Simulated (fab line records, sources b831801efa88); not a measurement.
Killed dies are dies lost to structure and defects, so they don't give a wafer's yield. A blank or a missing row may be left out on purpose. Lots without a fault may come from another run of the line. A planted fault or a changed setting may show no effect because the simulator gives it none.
Which tool did it? | flow gf180mcu | 12 lots, 36 wafers sampled, at 3 steps of a route of 602

WHAT THE GAUGES READ, wafer by wafer
GF_M1_CD_MEAS_14: target cd 230 nm.
lot  | measured     | on        | cd_nm (nm)
L821 | day 16 19:55 | cd_sem-01 | 230.3 230.1 230.8
L823 | day 17 14:49 | cd_sem-02 | 231.4 230.6 231.0
L825 | day 18 17:07 | cd_sem-02 | 232.2 231.3 232.4
L826 | day 18 17:40 | cd_sem-01 | 231.7 231.3 231.0
L828 | day 19 18:22 | cd_sem-02 | 228.8 229.4 228.9
L832 | day 21 20:54 | cd_sem-02 | 231.4 230.9 230.4
L834 | day 22 07:30 | cd_sem-01 | 232.0 231.7 231.0
L836 | day 22 13:45 | cd_sem-01 | 219.3 220.5 220.3
L835 | day 22 20:38 | cd_sem-01 | 219.3 220.6 219.6
L839 | day 23 15:03 | cd_sem-02 | 229.7 230.0 229.3
L838 | day 23 16:32 | cd_sem-02 | 229.2 229.0 229.3
L840 | day 24 09:06 | cd_sem-01 | 231.5 230.7 231.4

GF_V3_OVL_MEAS_15.
lot  | measured     | on         | V3_OVL (nm)
L821 | day 22 02:37 | overlay-02 | 3 5 8
L823 | day 22 21:09 | overlay-02 | 8 7 9
L825 | day 23 22:46 | overlay-01 | 4 0 7
L826 | day 24 01:05 | overlay-01 | 4 6 3
L828 | day 24 21:46 | overlay-02 | 3 12 1
L832 | day 26 18:48 | overlay-02 | -4 1 5
L834 | day 27 05:02 | overlay-01 | 3 -1 3
L836 | day 27 10:36 | overlay-02 | -3 4 -1
L835 | day 27 15:36 | overlay-02 | -2 1 3
L839 | day 28 08:18 | overlay-02 | 10 9 8
L838 | day 28 09:17 | overlay-02 | 8 10 2
L840 | day 28 23:32 | overlay-02 | 11 16 10

WHICH TOOL RAN EACH LOT (tool, then ch and the chambers of the sampled wafers, then the start)
lot  | GF_M1_SOFTBAKE_10
L821 | litho_track-03 ch 0, day 16 08:46
L823 | litho_track-03 ch 0, day 17 02:52
L825 | litho_track-03 ch 0, day 18 05:28
L826 | litho_track-03 ch 0, day 18 06:06
L828 | litho_track-03 ch 0, day 19 05:43
L832 | litho_track-03 ch 0, day 21 09:13
L834 | litho_track-03 ch 0, day 21 20:13
L836 | litho_track-03 ch 0, day 22 02:07
L835 | litho_track-03 ch 0, day 22 08:55
L839 | litho_track-02 ch 0, day 23 03:07
L838 | litho_track-02 ch 0, day 23 04:59
L840 | litho_track-04 ch 0, day 23 22:09
- GF_M1_SOFTBAKE_10: time 60 s.

WHAT THE TOOLS THEMSELVES READ (means of the sampled wafers that have a number; where no wafer has one, the mark that the record gives instead)
GF_M1_SOFTBAKE_10.
lot  | tool           | heater_power_total_W (W) | plate_temp_C (C)
L821 | litho_track-03 | 93.05                    | 130.03
L823 | litho_track-03 | 93.07                    | 129.84
L825 | litho_track-03 | 93.09                    | 130.18
L826 | litho_track-03 | 93.07                    | 130.09
L828 | litho_track-03 | 93.07                    | 129.85
L832 | litho_track-03 | 93.07                    | 130.06
L834 | litho_track-03 | 93.10                    | 129.92
L836 | litho_track-03 | 96.36                    | 133.42
L835 | litho_track-03 | 96.44                    | 133.71
L839 | litho_track-02 | 93.07                    | 129.91
L838 | litho_track-02 | 93.07                    | 130.05
L840 | litho_track-04 | 93.02                    | 130.04

THE ANSWER, worked out from the rows above alone
Rule: what is usual is taken from the lots themselves. Put in order of their means at a reading, lots are off if they are a third of the lots or fewer, leave a main group of 4 or more, and stand apart from it by a gap of 3 or more times the standard deviation of the main group's means; of several such gaps the widest counts. A main group whose means are all the same, to the digits that the tables above print for the reading, isn't used. A lot without any number at a reading at which 4 lots or more have one is off too. The other lots that the step has rows for count as sound. The gauges are gone through in route order, then the tools' own readings, and for those a lot's mean is taken as printed above. The first step at which some lot is off is used, and at that step the reading that is off furthest; a lot without a number counts as furthest.
Off: L836, L835, at GF_M1_CD_MEAS_14 (cd_nm). The main group: mean 230.6 nm, standard deviation 0.97.
A tool fits if, at a process step before that reading, it ran every lot that is off, and no sound lot after the first of them. The gauges at GF_M1_CD_MEAS_14 aren't tried: what is off there is off at GF_M1_SOFTBAKE_10 too, on other tools, and a gauge's error can't cause that. One fits: litho_track-03 at GF_M1_SOFTBAKE_10. Its last sound lot is L834 (day 21 20:13), its first lot that is off L836 (day 22 02:07): a fault that began between those two fits.
The tool's own readings at GF_M1_SOFTBAKE_10 bear it out: on the lots that are off they differ by more than 5 times the standard deviation of the sound lots' means. heater_power_total_W reads 96.40 W there against 93.07 W on the sound lots; plate_temp_C reads 133.56 C there against 130.00 C on the sound lots.

WHAT THE SIMULATOR HAD PUT IN
Process parameter drift: litho_track-03, from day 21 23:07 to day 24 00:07, at GF_M1_SOFTBAKE_10. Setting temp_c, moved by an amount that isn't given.
Lots struck among those shown: L836, L835. The rule above found the same.
